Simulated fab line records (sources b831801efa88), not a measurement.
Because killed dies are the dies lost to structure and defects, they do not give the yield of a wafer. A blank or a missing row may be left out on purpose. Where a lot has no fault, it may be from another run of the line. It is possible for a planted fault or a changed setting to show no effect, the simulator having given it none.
fab line records / flow sky130
record: lots: 6 wafers: 18 last_day: 50
route steps=708 shown PWDE@50 NWELL@56
lots that met no fault: from a run of the same line without faults
start_h: the number of hours between the record's first day and the start of the first shown wafer of the lot / wait_h: hours from the lot's prior step to this one / " identical to the entry in the row above / L1.1+2: one row covering several wafers at once / - no value, or no start given / * or withheld: withheld / < > ~ a bound
route shown NAME@n: NAME is a module with steps in the file, n the number in the route of the first one / usual: mean/standard deviation of fault-free wafers / same: alike in all rows / chamber/n: place in a boat / sites: per-site readings / _std_site: standard deviation across them / _edge_site: inner sites' mean taken away from outer sites' mean / radius_mm: for every site, how far away it sits from the centre of the wafer / mask NAME#n: copy n / behind: the tool/chamber that last shaped the wafer / hold: reason for holding the lot/hours on hold/outcome of the hold / device: the n, p or np transistor that did not switch / end of line: the route-end tests of the same wafers / a step with no rows: only its recipe / killed: not the wafer's yield, but the dies lost to structure and defects at the first sort / map: the dies of a wafer, with x for killed, . for not killed, _ for no die there
set.NAME: the setting the step ran with; set.NAME@STEP: the setting that earlier step ran with / model.NAME: the simulator's own value behind a step, which no gauge read
certain route steps with their lots: each step a table, each wafer a row
services: the hour from which a tool's chamber was out of use, counted from the record's first day as start_h (under 0 if before that day), plus the number of hours and why
== steps ==
step: SKY_PWDE_PEB_05
recipe: temp_c: 115 time_s: withheld
step: SKY_PWDE_DEVELOP_06
recipe: wall_angle_deg: 90 developer: TMAH develop_time_s: 60 dev_temp_c: 23
step: SKY_PWDE_OVL_MEAS_07
usual: PWDE_OVL: 1.3/1
lot.wafer=L563.1 tool=overlay-01 chamber=- start_h=64.22 wait_h=- PWDE_OVL[nm]=1.4
lot.wafer=L563.3 tool=overlay-01 chamber=- start_h=64.22 wait_h=- PWDE_OVL[nm]=-0.5
lot.wafer=L563.6 tool=overlay-01 chamber=- start_h=64.22 wait_h=- PWDE_OVL[nm]=1.4
lot.wafer=L565.1 tool=overlay-01 chamber=- start_h=79.01 wait_h=- PWDE_OVL[nm]=2.4
lot.wafer=L565.2 tool=overlay-01 chamber=- start_h=79.01 wait_h=- PWDE_OVL[nm]=2.7
lot.wafer=L565.5 tool=overlay-01 chamber=- start_h=79.01 wait_h=- PWDE_OVL[nm]=3.2
lot.wafer=L576.2 tool=overlay-02 chamber=- start_h=140.95 wait_h=- PWDE_OVL[nm]=2.2
lot.wafer=L576.4 tool=overlay-02 chamber=- start_h=140.95 wait_h=- PWDE_OVL[nm]=1.5
lot.wafer=L576.5 tool=overlay-02 chamber=- start_h=140.95 wait_h=- PWDE_OVL[nm]=2.5
lot.wafer=L577.1 tool=overlay-02 chamber=- start_h=146.25 wait_h=- PWDE_OVL[nm]=0.2
lot.wafer=L577.2 tool=overlay-02 chamber=- start_h=146.25 wait_h=- PWDE_OVL[nm]=1.3
lot.wafer=L577.4 tool=overlay-02 chamber=- start_h=146.25 wait_h=- PWDE_OVL[nm]=0.9
lot.wafer=L585.2 tool=overlay-01 chamber=- start_h=190.58 wait_h=- PWDE_OVL[nm]=2.3
lot.wafer=L585.3 tool=overlay-01 chamber=- start_h=190.58 wait_h=- PWDE_OVL[nm]=1.2
lot.wafer=L585.5 tool=overlay-01 chamber=- start_h=190.58 wait_h=- PWDE_OVL[nm]=1.8
lot.wafer=L586.1 tool=overlay-02 chamber=- start_h=194.24 wait_h=- PWDE_OVL[nm]=0.9
lot.wafer=L586.3 tool=overlay-02 chamber=- start_h=194.24 wait_h=- PWDE_OVL[nm]=2.9
lot.wafer=L586.4 tool=overlay-02 chamber=- start_h=194.24 wait_h=- PWDE_OVL[nm]=1.6
step: SKY_PWDE_IMPLANT_08
recipe: species: B energy_kev: 150 dose_cm2: 3.6e+12 tilt_deg: withheld
step: SKY_PWDE_STRIP_09
recipe: chemistry: O2/N2 power_w: 1400 pressure_mtorr: 1500 platen_temp_c: withheld o2_flow_sccm: 3000 n2_flow_sccm: 300 overash_fraction: 0.5
usual: drypump_motor_current_A: 5.8/0.45 oes_product_au: 0.723/0.0046 strip_time_to_endpoint_s: 36.58/0.098
lot.wafer=L563.1 tool=plasma_asher-03 chamber=1 start_h=64.41 wait_h=0.1 drypump_motor_current_A=5.3 oes_product_au=0.723 rf_hours_counter_h=26 strip_time_to_endpoint_s=36.59
lot.wafer=L563.3 tool=plasma_asher-03 chamber=1 start_h=64.41 wait_h=0.1 drypump_motor_current_A=5.3 oes_product_au=0.718 rf_hours_counter_h=- strip_time_to_endpoint_s=36.74
lot.wafer=L563.6 tool=plasma_asher-03 chamber=1 start_h=64.41 wait_h=0.1 drypump_motor_current_A=5.3 oes_product_au=0.724 rf_hours_counter_h=- strip_time_to_endpoint_s=36.62
lot.wafer=L565.1 tool=plasma_asher-03 chamber=1 start_h=79.19 wait_h=0.1 drypump_motor_current_A=5.3 oes_product_au=0.724 rf_hours_counter_h=27 strip_time_to_endpoint_s=36.44
lot.wafer=L565.2 tool=plasma_asher-03 chamber=0 start_h=79.19 wait_h=0.1 drypump_motor_current_A=6.4 oes_product_au=0.716 rf_hours_counter_h=27 strip_time_to_endpoint_s=36.35
lot.wafer=L565.5 tool=plasma_asher-03 chamber=0 start_h=79.19 wait_h=0.1 drypump_motor_current_A=6.4 oes_product_au=0.724 rf_hours_counter_h=- strip_time_to_endpoint_s=36.45
lot.wafer=L576.2 tool=plasma_asher-02 chamber=0 start_h=141.13 wait_h=0.1 drypump_motor_current_A=5.4 oes_product_au=0.718 rf_hours_counter_h=2 strip_time_to_endpoint_s=36.41
lot.wafer=L576.4 tool=plasma_asher-02 chamber=0 start_h=141.13 wait_h=0.1 drypump_motor_current_A=5.4 oes_product_au=0.729 rf_hours_counter_h=- strip_time_to_endpoint_s=36.41
lot.wafer=L576.5 tool=plasma_asher-02 chamber=0 start_h=141.13 wait_h=0.1 drypump_motor_current_A=5.4 oes_product_au=0.723 rf_hours_counter_h=- strip_time_to_endpoint_s=36.39
lot.wafer=L577.1 tool=plasma_asher-02 chamber=0 start_h=146.44 wait_h=0.1 drypump_motor_current_A=5.4 oes_product_au=0.722 rf_hours_counter_h=3 strip_time_to_endpoint_s=36.53
lot.wafer=L577.2 tool=plasma_asher-02 chamber=1 start_h=146.44 wait_h=0.1 drypump_motor_current_A=5.6 oes_product_au=0.719 rf_hours_counter_h=3 strip_time_to_endpoint_s=36.64
lot.wafer=L577.4 tool=plasma_asher-02 chamber=0 start_h=146.44 wait_h=0.1 drypump_motor_current_A=5.4 oes_product_au=0.725 rf_hours_counter_h=- strip_time_to_endpoint_s=36.56
lot.wafer=L585.2 tool=plasma_asher-02 chamber=1 start_h=190.76 wait_h=0.1 drypump_motor_current_A=5.6 oes_product_au=0.725 rf_hours_counter_h=7 strip_time_to_endpoint_s=36.75
lot.wafer=L585.3 tool=plasma_asher-02 chamber=0 start_h=190.76 wait_h=0.1 drypump_motor_current_A=5.4 oes_product_au=0.732 rf_hours_counter_h=- strip_time_to_endpoint_s=36.59
lot.wafer=L585.5 tool=plasma_asher-02 chamber=1 start_h=190.76 wait_h=0.1 drypump_motor_current_A=5.7 oes_product_au=0.720 rf_hours_counter_h=- strip_time_to_endpoint_s=36.79
lot.wafer=L586.1 tool=plasma_asher-02 chamber=0 start_h=194.43 wait_h=0.1 drypump_motor_current_A=5.4 oes_product_au=0.721 rf_hours_counter_h=8 strip_time_to_endpoint_s=36.62
lot.wafer=L586.3 tool=plasma_asher-02 chamber=0 start_h=194.43 wait_h=0.1 drypump_motor_current_A=5.4 oes_product_au=0.729 rf_hours_counter_h=- strip_time_to_endpoint_s=36.67
lot.wafer=L586.4 tool=plasma_asher-02 chamber=1 start_h=194.43 wait_h=0.1 drypump_motor_current_A=5.6 oes_product_au=0.714 rf_hours_counter_h=- strip_time_to_endpoint_s=36.60
step: SKY_PWDE_TW_MEAS_10
usual: PWDE_TW: 372/5.2
lot.wafer=L563.1 tool=film_metro-04 chamber=- start_h=64.51 wait_h=0.1 PWDE_TW=367
lot.wafer=L563.3 tool=film_metro-04 chamber=- start_h=64.51 wait_h=0.1 PWDE_TW=367
lot.wafer=L563.6 tool=film_metro-04 chamber=- start_h=64.51 wait_h=0.1 PWDE_TW=365
lot.wafer=L565.1 tool=film_metro-04 chamber=- start_h=79.29 wait_h=0.1 PWDE_TW=370
lot.wafer=L565.2 tool=film_metro-04 chamber=- start_h=79.29 wait_h=0.1 PWDE_TW=366
lot.wafer=L565.5 tool=film_metro-04 chamber=- start_h=79.29 wait_h=0.1 PWDE_TW=368
lot.wafer=L576.2 tool=film_metro-01 chamber=- start_h=141.24 wait_h=0.1 PWDE_TW=373
lot.wafer=L576.4 tool=film_metro-01 chamber=- start_h=141.24 wait_h=0.1 PWDE_TW=372
lot.wafer=L576.5 tool=film_metro-01 chamber=- start_h=141.24 wait_h=0.1 PWDE_TW=374
lot.wafer=L577.1 tool=film_metro-04 chamber=- start_h=146.54 wait_h=0.1 PWDE_TW=365
lot.wafer=L577.2 tool=film_metro-04 chamber=- start_h=146.54 wait_h=0.1 PWDE_TW=365
lot.wafer=L577.4 tool=film_metro-04 chamber=- start_h=146.54 wait_h=0.1 PWDE_TW=365
lot.wafer=L585.2 tool=film_metro-03 chamber=- start_h=190.87 wait_h=0.1 PWDE_TW=376
lot.wafer=L585.3 tool=film_metro-03 chamber=- start_h=190.87 wait_h=0.1 PWDE_TW=377
lot.wafer=L585.5 tool=film_metro-03 chamber=- start_h=190.87 wait_h=0.1 PWDE_TW=376
lot.wafer=L586.1 tool=film_metro-03 chamber=- start_h=194.53 wait_h=0.1 PWDE_TW=379
lot.wafer=L586.3 tool=film_metro-03 chamber=- start_h=194.53 wait_h=0.1 PWDE_TW=379
lot.wafer=L586.4 tool=film_metro-03 chamber=- start_h=194.53 wait_h=0.1 PWDE_TW=379
step: SKY_NWELL_DEHYDRATE_03
recipe: temp_c: 200 time_s: 60
step: SKY_NWELL_HMDS_04
recipe: prime_time_s: 60 prime_temp_c: 120
step: SKY_NWELL_COAT_05
recipe: spin_rpm: 2000 resist_thk_nm: 3000
step: SKY_NWELL_SOFTBAKE_06
recipe: temp_c: 110 time_s: withheld
step: SKY_NWELL_EXPOSE_07
recipe: mask_id: NWM na: 0.6 source_shape: conventional sigma_outer: 0.6 polarization: unpolarized target_cd_nm: 840 dose_mj: 255
step: SKY_NWELL_PEB_08
recipe: temp_c: 115 time_s: withheld
step: SKY_NWELL_DEVELOP_09
recipe: wall_angle_deg: 90 developer: TMAH develop_time_s: 60 dev_temp_c: 23
usual: chill_plate_temp_C: 22.98/0.1 develop_time_s: 60/0 resist_line_temp_C: 23.01/0.096
lot.wafer=L563.1 tool=litho_track-02 chamber=0 start_h=79 wait_h=- chill_plate_temp_C=22.70 develop_time_s=60 resist_line_temp_C=22.86
lot.wafer=L563.3 tool=litho_track-02 chamber=0 start_h=80 wait_h=- chill_plate_temp_C=22.83 develop_time_s=60 resist_line_temp_C=22.89
lot.wafer=L563.6 tool=litho_track-02 chamber=0 start_h=80 wait_h=- chill_plate_temp_C=22.69 develop_time_s=60 resist_line_temp_C=23.00
lot.wafer=L565.1 tool=litho_track-02 chamber=0 start_h=96 wait_h=- chill_plate_temp_C=22.94 develop_time_s=60 resist_line_temp_C=23.04
lot.wafer=L565.2 tool=litho_track-02 chamber=0 start_h=96 wait_h=- chill_plate_temp_C=22.91 develop_time_s=60 resist_line_temp_C=23.14
lot.wafer=L565.5 tool=litho_track-02 chamber=0 start_h=96 wait_h=- chill_plate_temp_C=22.99 develop_time_s=60 resist_line_temp_C=23.11
lot.wafer=L576.2 tool=litho_track-02 chamber=- start_h=160 wait_h=- chill_plate_temp_C=- develop_time_s=- resist_line_temp_C=-
lot.wafer=L576.4 tool=litho_track-02 chamber=- start_h=160 wait_h=- chill_plate_temp_C=- develop_time_s=- resist_line_temp_C=-
lot.wafer=L576.5 tool=litho_track-02 chamber=- start_h=160 wait_h=- chill_plate_temp_C=- develop_time_s=- resist_line_temp_C=-
lot.wafer=L577.1 tool=litho_track-04 chamber=- start_h=165 wait_h=- chill_plate_temp_C=- develop_time_s=- resist_line_temp_C=-
lot.wafer=L577.2 tool=litho_track-04 chamber=- start_h=165 wait_h=- chill_plate_temp_C=- develop_time_s=- resist_line_temp_C=-
lot.wafer=L577.4 tool=litho_track-04 chamber=- start_h=166 wait_h=- chill_plate_temp_C=- develop_time_s=- resist_line_temp_C=-
lot.wafer=L585.2 tool=litho_track-02 chamber=0 start_h=211 wait_h=- chill_plate_temp_C=23.01 develop_time_s=60 resist_line_temp_C=22.93
lot.wafer=L585.3 tool=litho_track-02 chamber=0 start_h=211 wait_h=- chill_plate_temp_C=22.91 develop_time_s=60 resist_line_temp_C=23.01
lot.wafer=L585.5 tool=litho_track-02 chamber=0 start_h=211 wait_h=- chill_plate_temp_C=23.10 develop_time_s=60 resist_line_temp_C=22.97
lot.wafer=L586.1 tool=litho_track-04 chamber=0 start_h=215 wait_h=- chill_plate_temp_C=22.98 develop_time_s=60 resist_line_temp_C=22.98
lot.wafer=L586.3 tool=litho_track-04 chamber=0 start_h=215 wait_h=- chill_plate_temp_C=23.03 develop_time_s=60 resist_line_temp_C=23.04
lot.wafer=L586.4 tool=litho_track-04 chamber=0 start_h=215 wait_h=- chill_plate_temp_C=22.96 develop_time_s=60 resist_line_temp_C=23.06
step: SKY_NWELL_OVL_MEAS_10
usual: NWELL_00_OVL: -1.0/1.5
lot.wafer=L563.1 tool=overlay-02 chamber=- start_h=80.11 wait_h=- NWELL_00_OVL[nm]=-2.4
lot.wafer=L563.3 tool=overlay-02 chamber=- start_h=80.11 wait_h=- NWELL_00_OVL[nm]=-1.0
lot.wafer=L563.6 tool=overlay-02 chamber=- start_h=80.11 wait_h=- NWELL_00_OVL[nm]=-2.5
lot.wafer=L565.1 tool=overlay-02 chamber=- start_h=96.31 wait_h=- NWELL_00_OVL[nm]=-3.1
lot.wafer=L565.2 tool=overlay-02 chamber=- start_h=96.31 wait_h=- NWELL_00_OVL[nm]=-2.2
lot.wafer=L565.5 tool=overlay-02 chamber=- start_h=96.31 wait_h=- NWELL_00_OVL[nm]=-2.3
lot.wafer=L576.2 tool=overlay-01 chamber=- start_h=161.01 wait_h=- NWELL_00_OVL[nm]=-
lot.wafer=L576.4 tool=overlay-01 chamber=- start_h=161.01 wait_h=- NWELL_00_OVL[nm]=-
lot.wafer=L576.5 tool=overlay-01 chamber=- start_h=161.01 wait_h=- NWELL_00_OVL[nm]=-
lot.wafer=L577.1 tool=overlay-01 chamber=- start_h=166.10 wait_h=- NWELL_00_OVL[nm]=-
lot.wafer=L577.2 tool=overlay-01 chamber=- start_h=166.10 wait_h=- NWELL_00_OVL[nm]=-
lot.wafer=L577.4 tool=overlay-01 chamber=- start_h=166.10 wait_h=- NWELL_00_OVL[nm]=-
lot.wafer=L585.2 tool=overlay-02 chamber=- start_h=211.91 wait_h=- NWELL_00_OVL[nm]=-2.3
lot.wafer=L585.3 tool=overlay-02 chamber=- start_h=211.91 wait_h=- NWELL_00_OVL[nm]=-2.4
lot.wafer=L585.5 tool=overlay-02 chamber=- start_h=211.91 wait_h=- NWELL_00_OVL[nm]=-1.5
lot.wafer=L586.1 tool=overlay-01 chamber=- start_h=215.95 wait_h=- NWELL_00_OVL[nm]=-1.4
lot.wafer=L586.3 tool=overlay-01 chamber=- start_h=215.95 wait_h=- NWELL_00_OVL[nm]=-3.7
lot.wafer=L586.4 tool=overlay-01 chamber=- start_h=215.95 wait_h=- NWELL_00_OVL[nm]=-2.2
== services ==
tool=plasma_asher-02 chamber=- start_h=108.75 hours=9.0 kind=pm
tool=plasma_asher-02 chamber=0 start_h=108.75 hours=9.0 kind=vent_cycle
tool=plasma_asher-02 chamber=1 start_h=108.75 hours=9.0 kind=vent_cycle
tool=plasma_asher-02 chamber=0 start_h=117.75 hours=- kind=clean
tool=plasma_asher-02 chamber=1 start_h=117.75 hours=- kind=clean
tool=plasma_asher-03 chamber=- start_h=183.05 hours=13.6 kind=repair
tool=litho_track-04 chamber=- start_h=208.37 hours=- kind=consumable_replace:filter
== key ==
first_sign: step: SKY_NWELL_DEVELOP_09 reading: tool_record direction: missing
effect none on later readings
met_at SKY_NWELL_DEVELOP_09
struck_wafers L576.2,L576.4,L576.5,L577.1,L577.2,L577.4
sort_left_out L576.2,L576.4,L576.5,L577.1,L577.2,L577.4
tester_left_out L576,L577
onset_between 96 160
fault: kind: skipped_step_whole tool: litho_track-02,litho_track-04 chamber: - onset_h: 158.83 steps: SKY_NWELL_DEVELOP_09 scope: struck_lots_only
tester_left_out: of these lots the tester's yield and bins aren't shown, on N5 and GAA mostly nor the transistor test; their killed dies are dies lost to structure and defects alone, not to doping, threshold or leakage, so they don't give the yield
sort_left_out: the simulated sort isn't trusted on such a fault, so these wafers' sort isn't shown, and their yield isn't known
